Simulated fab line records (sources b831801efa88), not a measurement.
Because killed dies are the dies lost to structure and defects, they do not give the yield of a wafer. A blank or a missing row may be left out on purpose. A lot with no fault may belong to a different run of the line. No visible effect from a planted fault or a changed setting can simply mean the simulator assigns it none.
A single fault, viewed from 2 desks + flow gf180mcu + each desk has only its own numbers; what lay behind them comes last

## METROLOGY DESK
Means of the sampled wafers that have a number, per lot and without regard to the tool the lot ran on: this is what the gauges read. If a lot's mean is further than 4 standard deviations from the usual mean, the lot is out of limits and carries the mark OUT (the distance appears in the brackets). Readings shown: 7 of its 9, picked as those furthest out on some lot.
Columns: A = V2_W_RS at GF_V2_RS_MEAS_24, usual 0.327 ohm/sq; B = V2_W_THK at GF_V2_THK_MEAS_25, usual 355 nm; C = M3_ALCU_RS at GF_M3_RS_MEAS_05, usual 0.0697 ohm/sq; D = M3_ALCU_THK at GF_M3_THK_MEAS_06, usual 449 nm; E = cd-nm at GF_M3_CD_MEAS_14, usual 280.2 nm; F = V3_CVD_00_THK at GF_V3_THK_MEAS_01, usual 602 nm; G = V3_BOW at GF_V3_BOW_MEAS_05, usual 120 um
| lot  | first seen here | A     | B   | C      | D   | E     | F   | G   |
|------|-----------------|-------|-----|--------|-----|-------|-----|-----|
| L318 | day 22 01:08    | 0.326 | 356 | 0.0701 | 446 | 282.2 | 605 | 120 |
| L325 | day 24 08:01    | 0.330 | 354 | 0.0679 | 466 | 281.3 | 608 | 109 |
| L334 | day 27 02:40    | 0.323 | 360 | 0.0698 | 447 | 281.0 | 600 | 117 |
| L335 | day 27 08:01    | 0.326 | 354 | 0.0704 | 450 | 278.3 | 594 | 116 |
| L337 | day 28 04:22    | 0.324 | 362 | 0.0691 | 448 | 281.4 | 602 | 131 |
This desk found nothing out of limits on any of the 5 lots.

## AT THE TOOL OWNER'S DESK: pvd-sputter-02
At GF_M3_SPUTTER_04 (material TiN, target thk 50 nm, time 41.7 s) the tool's own readings: per lot run on this tool, the mean of the sampled wafers that have a number. If a lot's mean is further than 4 standard deviations from the usual mean, the lot is out of limits and carries the mark OUT (the distance appears in the brackets).
Columns: A = cathode-dc-power-W at GF_M3_SPUTTER_04, usual 6499.8 W; B = throttle-valve-pct at GF_M3_SPUTTER_04, usual 30.0 %
| lot  | first seen here | A      | B    |
|------|-----------------|--------|------|
| L318 | day 22 01:57    | 6499.2 | 31.1 |
| L335 | day 27 08:40    | 6500.6 | 30.4 |
This desk found nothing out of limits on any of the 2 lots.

## PUT TOGETHER
Nothing out of limits was seen by the metrology desk.
The desk of the tool owner found nothing out of limits.

## WHAT WAS PUT IN BY THE SIMULATOR
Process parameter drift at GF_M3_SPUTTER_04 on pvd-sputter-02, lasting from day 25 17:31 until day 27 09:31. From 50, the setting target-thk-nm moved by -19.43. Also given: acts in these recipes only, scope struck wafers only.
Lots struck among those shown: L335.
